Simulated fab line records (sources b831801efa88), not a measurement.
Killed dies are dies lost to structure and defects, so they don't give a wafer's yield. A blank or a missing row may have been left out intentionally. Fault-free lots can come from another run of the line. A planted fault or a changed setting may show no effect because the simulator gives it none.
Which tool is to blame?	flow sky130	13 lots with 39 wafers sampled at 4 steps, on a route of 708 steps

WHAT THE GAUGES SHOWED, per wafer
SKY_PAD_OPEN_BOW_MEAS_13.
lot	measured	on	PAD_OPEN_BOW (um)
L160	day 45 12:28	film metro-02	63 64 61
L164	day 47 03:39	film metro-01	47 46 50
L162	day 47 04:01	film metro-01	51 53 35
L165	day 47 05:37	film metro-02	61 51 71
L166	day 47 07:27	film metro-04	51 58 52
L167	day 47 13:46	film metro-01	55 50 57
L168	day 47 14:13	film metro-01	38 47 42
L170	day 48 07:28	film metro-01	48 50 45
L171	day 48 14:41	film metro-04	62 51 48
L172	day 48 22:19	film metro-01	51 50 47
L179	day 50 06:56	film metro-01	37 49 49
L180	day 50 13:16	film metro-04	44 37 35
L182	day 50 15:38	film metro-04	43 38 43

WHAT TOOL EACH LOT RAN ON (gives the tool, then ch and the chambers of the sampled wafers, and finally the start)
lot	SKY_CONTACT_STRIP_20	SKY_VIA4_CMP_21	SKY_METAL5_SPUTTER_03
L160	wet bench-02 ch 3, day 31 05:08	cmp-01 ch 1,2,3, day 42 13:07	pvd sputter-03, day 42 13:31
L164	wet bench-04 ch 0, day 33 10:59	cmp-02 ch 1,3, day 44 09:28	pvd sputter-04, day 44 09:52
L162	wet bench-02 ch 1, day 33 11:44	cmp-01 ch 2,3, day 44 09:36	pvd sputter-02, day 44 10:00
L165	wet bench-03 ch 2, day 33 11:55	cmp-01 ch 0,1,3, day 44 11:19	pvd sputter-04, day 44 11:43
L166	wet bench-03 ch 3, day 33 17:01	cmp-01 ch 0,1,2, day 44 12:47	pvd sputter-04, day 44 13:11
L167	wet bench-04 ch 0, day 33 22:56	cmp-01 ch 1,2, day 44 18:49	pvd sputter-02, day 44 19:13
L168	wet bench-04 ch 0, day 33 23:49	cmp-01 ch 0,1, day 44 20:07	pvd sputter-04, day 44 20:31
L170	wet bench-03 ch 1, day 34 21:25	cmp-02 ch 0,1,2, day 45 14:30	pvd sputter-04, day 45 14:51
L171	wet bench-03 ch 2, day 35 10:14	cmp-02 ch 0,1, day 46 00:47	pvd sputter-04, day 46 01:08
L172	wet bench-02 ch 3, day 35 22:38	cmp-01 ch 0,1,3, day 46 08:06	pvd sputter-03, day 46 08:24
L179	wet bench-03 ch 3, day 37 21:50	cmp-02 ch 1,2,3, day 47 22:51	pvd sputter-02, day 47 23:15
L180	wet bench-03 ch 3, day 38 06:43	cmp-02 ch 1,2, day 48 05:08	pvd sputter-03, day 48 05:29
L182	wet bench-02 ch 0, day 38 11:32	cmp-02 ch 0,2,3, day 48 08:23	pvd sputter-03, day 48 08:46
- SKY_CONTACT_STRIP_20: strips in post etch residue remover, time 1200 s.
- SKY_VIA4_CMP_21: polishes, stops on SiO2, t overpolish 25 s, target thk 0 nm.
- SKY_METAL5_SPUTTER_03: material Ti, target thk 5 nm, time 3.3 s.

AS READ BY THE TOOLS THEMSELVES (means over the sampled wafers that have a number; for cases with no such wafer, the mark the record gives instead)
SKY_CONTACT_STRIP_20.
lot	tool	temp c (C)
L160	wet bench-02	72.47
L164	wet bench-04	72.39
L162	wet bench-02	72.44
L165	wet bench-03	72.39
L166	wet bench-03	72.39
L167	wet bench-04	72.49
L168	wet bench-04	72.42
L170	wet bench-03	72.47
L171	wet bench-03	72.41
L172	wet bench-02	72.66
L179	wet bench-03	72.54
L180	wet bench-03	72.41
L182	wet bench-02	72.58

SKY_VIA4_CMP_21.
lot	tool	motor current A (A)	overpolish run s (s)	time to endpoint s (s)
L160	cmp-01	10.9	25.004	120
L164	cmp-02	10.5	25.005	129
L162	cmp-01	10.2	25.006	125
L165	cmp-01	10.8	24.995	125
L166	cmp-01	10.7	24.993	125
L167	cmp-01	11.4	25.002	124
L168	cmp-01	10.6	24.997	125
L170	cmp-02	11.3	25.000	118
L171	cmp-02	12.1	24.992	121
L172	cmp-01	11.0	24.999	126
L179	cmp-02	11.1	24.995	119
L180	cmp-02	11.1	25.005	119
L182	cmp-02	10.9	24.998	125

SKY_METAL5_SPUTTER_03.
lot	tool	cathode dc power W (W)	throttle valve pct (%)
L160	pvd sputter-03	3000.7	29.3
L164	pvd sputter-04	2999.8	31.1
L162	pvd sputter-02	3000.0	29.3
L165	pvd sputter-04	3000.4	30.8
L166	pvd sputter-04	3000.4	30.4
L167	pvd sputter-02	2999.8	29.8
L168	pvd sputter-04	3000.4	30.4
L170	pvd sputter-04	2999.9	30.2
L171	pvd sputter-04	3000.6	29.4
L172	pvd sputter-03	3000.2	29.8
L179	pvd sputter-02	2999.9	29.8
L180	pvd sputter-03	2999.8	30.0
L182	pvd sputter-03	2999.8	30.0

THE ANSWER, worked out from the rows above alone
Rule: what is usual is taken from the lots themselves. Put in order of their means at a reading, lots are off if they are a third of the lots or fewer, leave a main group of 4 or more, and stand apart from it by a gap of 3 or more times the standard deviation of the main group's means; of several such gaps the widest counts. A main group is skipped when, at the precision printed for the reading in the tables above, its means are all equal. A lot without any number at a reading at which 4 lots or more have one is off too. All remaining lots with rows at the step are treated as sound. The gauges are gone through in route order, then the tools' own readings, and for those a lot's mean is taken as printed above. The first step at which some lot is off is used, and at that step the reading that is off furthest; a lot without a number counts as furthest.
No lot is off at any reading shown: from this, nothing can be told.

WHAT THE SIMULATOR HAD INSERTED
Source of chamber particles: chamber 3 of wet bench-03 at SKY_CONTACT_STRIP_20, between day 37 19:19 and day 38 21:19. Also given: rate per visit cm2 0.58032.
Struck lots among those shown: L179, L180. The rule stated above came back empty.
